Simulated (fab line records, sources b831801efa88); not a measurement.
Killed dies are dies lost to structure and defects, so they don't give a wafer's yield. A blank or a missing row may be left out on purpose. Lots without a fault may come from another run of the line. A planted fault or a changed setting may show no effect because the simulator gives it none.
Which tool did it? | flow sky130 | 11 lots, 33 wafers sampled, at 4 steps of a route of 708

WHAT THE GAUGES READ, wafer by wafer
SKY_LDD_LDN_OVL_MEAS_07.
lot  | measured     | on         | LDD_LDN_OVL (nm)
L414 | day 22 12:21 | overlay-01 | 0.0 1.0 1.0
L416 | day 23 08:13 | overlay-01 | -2.3 -0.5 -1.6
L418 | day 24 04:17 | overlay-01 | -0.4 -1.3 -0.5
L419 | day 24 08:20 | overlay-02 | -2.3 -1.2 -1.0
L421 | day 25 03:23 | overlay-01 | 0.3 0.6 1.3
L428 | day 27 11:34 | overlay-01 | -53.9 -53.7 -53.5
L429 | day 28 04:33 | overlay-02 | -52.2 -53.1 -51.7
L430 | day 28 09:02 | overlay-02 | -0.3 -0.6 -0.8
L431 | day 28 19:46 | overlay-01 | -52.7 -52.4 -53.9
L432 | day 29 03:04 | overlay-01 | -0.5 -1.3 -1.0
L436 | day 30 10:50 | overlay-01 | -2.0 -2.4 -2.5

WHICH TOOL RAN EACH LOT (tool, then ch and the chambers of the sampled wafers, then the start)
lot  | SKY_POLY_GATE_ETCH_15              | SKY_LDD_HVN_STRIP_09                 | SKY_LDD_LDN_EXPOSE_04
L414 | rie_diel-02 ch 0,1, day 16 01:43   | plasma_asher-02 ch 0,1, day 19 22:15 | iline_stepper-01 ch 0, day 21 20:52
L416 | rie_diel-04 ch 0,1,2, day 16 19:05 | plasma_asher-01 ch 0,1, day 20 19:00 | iline_stepper-02 ch 0, day 22 17:19
L418 | rie_diel-01 ch 0,1,2, day 17 16:37 | plasma_asher-01 ch 0,1, day 21 16:21 | iline_stepper-01 ch 0, day 23 13:59
L419 | rie_diel-01 ch 0,2,3, day 17 19:46 | plasma_asher-04 ch 0,1, day 21 20:16 | iline_stepper-02 ch 0, day 23 18:22
L421 | rie_diel-04 ch 0,2,3, day 18 13:22 | plasma_asher-02 ch 0,1, day 22 15:16 | iline_stepper-02 ch 0, day 24 13:00
L428 | rie_diel-01 ch 2,3, day 21 05:34   | plasma_asher-04 ch 0,1, day 25 02:46 | iline_stepper-01 ch 0, day 26 21:13
L429 | rie_diel-04 ch 0,1, day 21 21:35   | plasma_asher-01 ch 0,1, day 25 18:51 | iline_stepper-01 ch 0, day 27 14:25
L430 | rie_diel-02 ch 0,1,3, day 22 03:10 | plasma_asher-01 ch 0,1, day 25 22:43 | iline_stepper-02 ch 0, day 27 19:04
L431 | rie_diel-02 ch 0,2,3, day 22 12:19 | plasma_asher-04 ch 0,1, day 26 10:22 | iline_stepper-01 ch 0, day 28 05:43
L432 | rie_diel-04 ch 0,2,3, day 22 22:07 | plasma_asher-01 ch 0,1, day 26 17:30 | iline_stepper-02 ch 0, day 28 12:44
L436 | rie_diel-02 ch 0,3, day 24 04:58   | plasma_asher-04 ch 0,1, day 28 02:45 | iline_stepper-02 ch 0, day 29 20:43
- SKY_POLY_GATE_ETCH_15: etches BARC in N2/H2, stops on SiO2, time 118.5 s, target depth 110 nm.
- SKY_LDD_HVN_STRIP_09: strips in O2/N2.
- SKY_LDD_LDN_EXPOSE_04: exposes mask LDNTM, target cd 700 nm.

WHAT THE TOOLS THEMSELVES READ (means of the sampled wafers that have a number; where no wafer has one, the mark that the record gives instead)
SKY_POLY_GATE_ETCH_15.
lot  | tool        | drypump_motor_current_A (A) | n2_flow_sccm (sccm) | oes_product_au (a.u.) | throttle_valve_pct (%)
L414 | rie_diel-02 | 5.92                        | 99.88               | 0.713                 | 13.210
L416 | rie_diel-04 | 5.82                        | 99.98               | 0.714                 | 13.219
L418 | rie_diel-01 | 5.89                        | 100.06              | 0.714                 | 13.206
L419 | rie_diel-01 | 5.66                        | 100.20              | 0.715                 | 13.216
L421 | rie_diel-04 | 5.89                        | 100.24              | 0.715                 | 13.209
L428 | rie_diel-01 | 5.66                        | 99.84               | 0.719                 | 13.219
L429 | rie_diel-04 | 5.83                        | 100.30              | 0.719                 | 13.220
L430 | rie_diel-02 | 5.81                        | 100.20              | 0.712                 | 13.219
L431 | rie_diel-02 | 5.67                        | 99.81               | 0.712                 | 13.210
L432 | rie_diel-04 | 5.87                        | 100.19              | 0.720                 | 13.208
L436 | rie_diel-02 | 5.86                        | 99.96               | 0.715                 | 13.211

SKY_LDD_HVN_STRIP_09.
lot  | tool            | drypump_motor_current_A (A) | n2_flow_sccm (sccm) | oes_product_au (a.u.) | strip_time_to_endpoint_s (s)
L414 | plasma_asher-02 | 5.9                         | 300.0               | 0.407                 | 4.138
L416 | plasma_asher-01 | 6.3                         | 301.0               | 0.408                 | 4.143
L418 | plasma_asher-01 | 6.3                         | 298.9               | 0.410                 | 4.149
L419 | plasma_asher-04 | 5.7                         | 299.1               | 0.408                 | 4.129
L421 | plasma_asher-02 | 5.9                         | 300.1               | 0.408                 | 4.142
L428 | plasma_asher-04 | 5.5                         | 300.6               | 0.408                 | 4.148
L429 | plasma_asher-01 | 6.4                         | 299.6               | 0.409                 | 4.136
L430 | plasma_asher-01 | 6.3                         | 299.7               | 0.409                 | 4.155
L431 | plasma_asher-04 | 5.5                         | 299.9               | 0.414                 | 4.129
L432 | plasma_asher-01 | 6.3                         | 300.2               | 0.409                 | 4.144
L436 | plasma_asher-04 | 5.7                         | 299.7               | 0.408                 | 4.145

THE ANSWER, worked out from the rows above alone
Rule: what is usual is taken from the lots themselves. Put in order of their means at a reading, lots are off if they are a third of the lots or fewer, leave a main group of 4 or more, and stand apart from it by a gap of 3 or more times the standard deviation of the main group's means; of several such gaps the widest counts. A main group whose means are all the same, to the digits that the tables above print for the reading, isn't used. A lot without any number at a reading at which 4 lots or more have one is off too. The other lots that the step has rows for count as sound. The gauges are gone through in route order, then the tools' own readings, and for those a lot's mean is taken as printed above. The first step at which some lot is off is used, and at that step the reading that is off furthest; a lot without a number counts as furthest.
Off: L428, L429, L431, at SKY_LDD_LDN_OVL_MEAS_07 (LDD_LDN_OVL). The main group: mean -0.8 nm, standard deviation 0.98.
A tool fits if, at a process step before that reading, it ran every lot that is off, and no sound lot after the first of them. The gauges at SKY_LDD_LDN_OVL_MEAS_07 are tried like those tools. One fits: iline_stepper-01 at SKY_LDD_LDN_EXPOSE_04. Its last sound lot is L418 (day 23 13:59), its first lot that is off L428 (day 26 21:13): a fault that began between those two fits.

WHAT THE SIMULATOR HAD PUT IN
Scanner matching overlay: iline_stepper-01, from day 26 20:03 on, at SKY_LDD_LDN_EXPOSE_04. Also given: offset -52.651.
Lots struck among those shown: L428, L429, L431. The rule above found the same.
